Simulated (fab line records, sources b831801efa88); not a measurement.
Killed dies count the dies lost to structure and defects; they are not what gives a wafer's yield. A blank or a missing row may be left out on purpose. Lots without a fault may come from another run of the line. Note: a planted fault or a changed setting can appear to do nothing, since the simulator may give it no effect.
The tool behind it: which one? :: flow gf180mcu :: 11 lots, 33 wafers sampled, at 3 steps of a route of 602

WHAT THE GAUGES READ, wafer by wafer
GF_M1_RS_MEAS_05: a four-point-probe measurement. Usual: for M1_ALCU_RS the level is 0.0697 ohm/sq and the standard deviation is 0.00071.
lot: L699
measured: day 18 00:34
on: filmMetro-03
M1_ALCU_RS (ohm/sq): 0.0697 0.0703 0.0706
flag: 

lot: L700
measured: day 18 13:42
on: filmMetro-04
M1_ALCU_RS (ohm/sq): 0.0701 0.0700 0.0699
flag: 

lot: L701
measured: day 18 20:16
on: filmMetro-04
M1_ALCU_RS (ohm/sq): 0.0696 0.0699 0.0695
flag: 

lot: L702
measured: day 19 05:47
on: filmMetro-01
M1_ALCU_RS (ohm/sq): 0.0703 0.0688 0.0699
flag: 

lot: L703
measured: day 19 09:47
on: filmMetro-04
M1_ALCU_RS (ohm/sq): 0.0697 0.0692 0.0699
flag: 

lot: L704
measured: day 19 23:11
on: filmMetro-03
M1_ALCU_RS (ohm/sq): 0.0699 0.0692 0.0705
flag: 

lot: L707
measured: day 21 02:46
on: filmMetro-04
M1_ALCU_RS (ohm/sq): 0.0701 0.0702 0.0707
flag: 

lot: L714
measured: day 23 08:15
on: filmMetro-04
M1_ALCU_RS (ohm/sq): 0.0705 0.0694 0.0702
flag: 

lot: L719
measured: day 24 18:23
on: filmMetro-03
M1_ALCU_RS (ohm/sq): 0.0691 0.0686 0.0683
flag: 

lot: L720
measured: day 25 02:32
on: filmMetro-04
M1_ALCU_RS (ohm/sq): 0.0698 0.0711 0.0708
flag: 

lot: L722
measured: day 25 16:17
on: filmMetro-01
M1_ALCU_RS (ohm/sq): 0.0693 0.0697 0.0700
flag: 

EACH LOT AND THE TOOL THAT RAN IT (in order: tool; ch and the chambers of the sampled wafers; start)
lot: L699
GF_STI_ETCH_13: rieDiel-02 ch 1,2,3, day 2 02:53
GF_STI_STRIP_15: plasmaAsher-01 ch 0,1, day 2 03:03

lot: L700
GF_STI_ETCH_13: rieDiel-03 ch 2,3, day 2 09:28
GF_STI_STRIP_15: plasmaAsher-02 ch 0,1, day 2 09:39

lot: L701
GF_STI_ETCH_13: rieDiel-02 ch 0,2,3, day 2 13:08
GF_STI_STRIP_15: plasmaAsher-04 ch 0, day 2 13:18

lot: L702
GF_STI_ETCH_13: rieDiel-01 ch 0,2,3, day 2 17:56
GF_STI_STRIP_15: plasmaAsher-02 ch 0,1, day 2 18:06

lot: L703
GF_STI_ETCH_13: rieDiel-01 ch 0,3, day 2 23:32
GF_STI_STRIP_15: plasmaAsher-01 ch 0,1, day 2 23:42

lot: L704
GF_STI_ETCH_13: rieDiel-01 ch 0,1,3, day 3 03:56
GF_STI_STRIP_15: plasmaAsher-01 ch 0,1, day 3 04:06

lot: L707
GF_STI_ETCH_13: rieDiel-01 ch 1,3, day 3 19:41
GF_STI_STRIP_15: plasmaAsher-02 ch 1, day 3 19:51

lot: L714
GF_STI_ETCH_13: rieDiel-03 ch 2,3, day 5 08:32
GF_STI_STRIP_15: plasmaAsher-04 ch 0,1, day 5 08:42

lot: L719
GF_STI_ETCH_13: rieDiel-03 ch 0,1,3, day 6 10:38
GF_STI_STRIP_15: plasmaAsher-04 ch 0,1, day 6 10:48

lot: L720
GF_STI_ETCH_13: rieDiel-02 ch 0,1,2, day 6 15:32
GF_STI_STRIP_15: plasmaAsher-01 ch 0,1, day 6 15:42

lot: L722
GF_STI_ETCH_13: rieDiel-02 ch 0,2,3, day 7 01:49
GF_STI_STRIP_15: plasmaAsher-02 ch 0,1, day 7 02:00
- GF_STI_ETCH_13: etches the open film in CHF3/O2, stops on Si, target depth 282.31 nm, time 112.9 s.
- GF_STI_STRIP_15: strips in O2/N2.

AS READ BY THE TOOLS THEMSELVES (means over the sampled wafers that have a number; for cases with no such wafer, the mark the record gives instead)
GF_STI_ETCH_13. Usual: chf3FlowSccm 50.00 sccm, standard deviation 0.14; drypumpMotorCurrentA 5.9 A, standard deviation 0.41; oesProductAu 0.832 a.u., standard deviation 0.0059; throttleValvePct 8.810 %, standard deviation 0.0085.
lot: L699
tool: rieDiel-02
chf3FlowSccm (sccm): 50.10
drypumpMotorCurrentA (A): 5.8
oesProductAu (a.u.): 0.835
throttleValvePct (%): 8.810
flag: 

lot: L700
tool: rieDiel-03
chf3FlowSccm (sccm): 49.89
drypumpMotorCurrentA (A): 5.9
oesProductAu (a.u.): 0.842
throttleValvePct (%): 8.812
flag: 

lot: L701
tool: rieDiel-02
chf3FlowSccm (sccm): 50.08
drypumpMotorCurrentA (A): 5.8
oesProductAu (a.u.): 0.839
throttleValvePct (%): 8.816
flag: 

lot: L702
tool: rieDiel-01
chf3FlowSccm (sccm): 50.00
drypumpMotorCurrentA (A): 5.8
oesProductAu (a.u.): 0.829
throttleValvePct (%): 8.817
flag: 

lot: L703
tool: rieDiel-01
chf3FlowSccm (sccm): 50.04
drypumpMotorCurrentA (A): 5.8
oesProductAu (a.u.): 0.832
throttleValvePct (%): 8.811
flag: 

lot: L704
tool: rieDiel-01
chf3FlowSccm (sccm): 49.94
drypumpMotorCurrentA (A): 5.8
oesProductAu (a.u.): 0.835
throttleValvePct (%): 8.816
flag: 

lot: L707
tool: rieDiel-01
chf3FlowSccm (sccm): 50.21
drypumpMotorCurrentA (A): 5.4
oesProductAu (a.u.): 0.746
throttleValvePct (%): 8.781
flag: OFF

lot: L714
tool: rieDiel-03
chf3FlowSccm (sccm): 49.98
drypumpMotorCurrentA (A): 6.2
oesProductAu (a.u.): 0.834
throttleValvePct (%): 8.805
flag: 

lot: L719
tool: rieDiel-03
chf3FlowSccm (sccm): 49.90
drypumpMotorCurrentA (A): 5.8
oesProductAu (a.u.): 0.830
throttleValvePct (%): 8.809
flag: 

lot: L720
tool: rieDiel-02
chf3FlowSccm (sccm): 50.01
drypumpMotorCurrentA (A): 6.1
oesProductAu (a.u.): 0.823
throttleValvePct (%): 8.798
flag: 

lot: L722
tool: rieDiel-02
chf3FlowSccm (sccm): 50.01
drypumpMotorCurrentA (A): 5.8
oesProductAu (a.u.): 0.830
throttleValvePct (%): 8.819
flag: 

GF_STI_STRIP_15. Usual: drypumpMotorCurrentA 5.7 A, standard deviation 0.42; heaterPowerW 326 W, standard deviation 42; oesProductAu 0.384 a.u., standard deviation 0.0051; stripTimeToEndpointS 3.73 s, standard deviation 0.047.
lot: L699
tool: plasmaAsher-01
drypumpMotorCurrentA (A): 5.5
heaterPowerW (W): 287
oesProductAu (a.u.): 0.381
stripTimeToEndpointS (s): 3.68
flag: 

lot: L700
tool: plasmaAsher-02
drypumpMotorCurrentA (A): 6.0
heaterPowerW (W): 337
oesProductAu (a.u.): 0.381
stripTimeToEndpointS (s): 3.70
flag: 

lot: L701
tool: plasmaAsher-04
drypumpMotorCurrentA (A): 5.6
heaterPowerW (W): 379
oesProductAu (a.u.): 0.386
stripTimeToEndpointS (s): 3.72
flag: 

lot: L702
tool: plasmaAsher-02
drypumpMotorCurrentA (A): 6.0
heaterPowerW (W): 338
oesProductAu (a.u.): 0.384
stripTimeToEndpointS (s): 3.75
flag: 

lot: L703
tool: plasmaAsher-01
drypumpMotorCurrentA (A): 5.2
heaterPowerW (W): 295
oesProductAu (a.u.): 0.382
stripTimeToEndpointS (s): 3.75
flag: 

lot: L704
tool: plasmaAsher-01
drypumpMotorCurrentA (A): 5.2
heaterPowerW (W): 291
oesProductAu (a.u.): 0.385
stripTimeToEndpointS (s): 3.77
flag: 

lot: L707
tool: plasmaAsher-02
drypumpMotorCurrentA (A): 6.2
heaterPowerW (W): 398
oesProductAu (a.u.): 0.357
stripTimeToEndpointS (s): 3.00
flag: OFF

lot: L714
tool: plasmaAsher-04
drypumpMotorCurrentA (A): 5.7
heaterPowerW (W): 361
oesProductAu (a.u.): 0.377
stripTimeToEndpointS (s): 3.71
flag: 

lot: L719
tool: plasmaAsher-04
drypumpMotorCurrentA (A): 5.7
heaterPowerW (W): 335
oesProductAu (a.u.): 0.383
stripTimeToEndpointS (s): 3.76
flag: 

lot: L720
tool: plasmaAsher-01
drypumpMotorCurrentA (A): 5.4
heaterPowerW (W): 297
oesProductAu (a.u.): 0.381
stripTimeToEndpointS (s): 3.72
flag: 

lot: L722
tool: plasmaAsher-02
drypumpMotorCurrentA (A): 6.0
heaterPowerW (W): 330
oesProductAu (a.u.): 0.387
stripTimeToEndpointS (s): 3.67
flag: 

THE ANSWER, worked out from the rows above alone
Rule: a lot is off if the mean of its wafers that have a number lies more than 3 standard deviations from the usual mean. Also off: a lot with no number at a reading for which 4 or more lots have one. The other lots that the step has rows for count as sound. First the gauges in route order, then the tools' own readings, where a lot's mean is used as printed above. At the first step where some lot is off, the reading lying furthest off is the one used; lots without a number count as furthest.
Off, at GF_STI_ETCH_13 on oesProductAu: L707.
If a tool, at that step or one of the process steps before it, ran each lot that is off and ran no sound lot following the first of them, it fits. One candidate fits, namely rieDiel-01 at GF_STI_ETCH_13. A fault onset in the window from L704 (day 3 03:56, its last sound lot) to L707 (day 3 19:41, its first lot off) fits.
The tool's own readings at GF_STI_ETCH_13 bear it out: on the lots that are off they differ by more than 5 times the standard deviation of the sound lots' means. oesProductAu reads 0.746 a.u. there against 0.833 a.u. on the sound lots; throttleValvePct reads 8.781 % there against 8.811 % on the sound lots.

WHAT THE SIMULATOR HAD PUT IN
rieDiel-01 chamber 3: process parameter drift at GF_STI_ETCH_13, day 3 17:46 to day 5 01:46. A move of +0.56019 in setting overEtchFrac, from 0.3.
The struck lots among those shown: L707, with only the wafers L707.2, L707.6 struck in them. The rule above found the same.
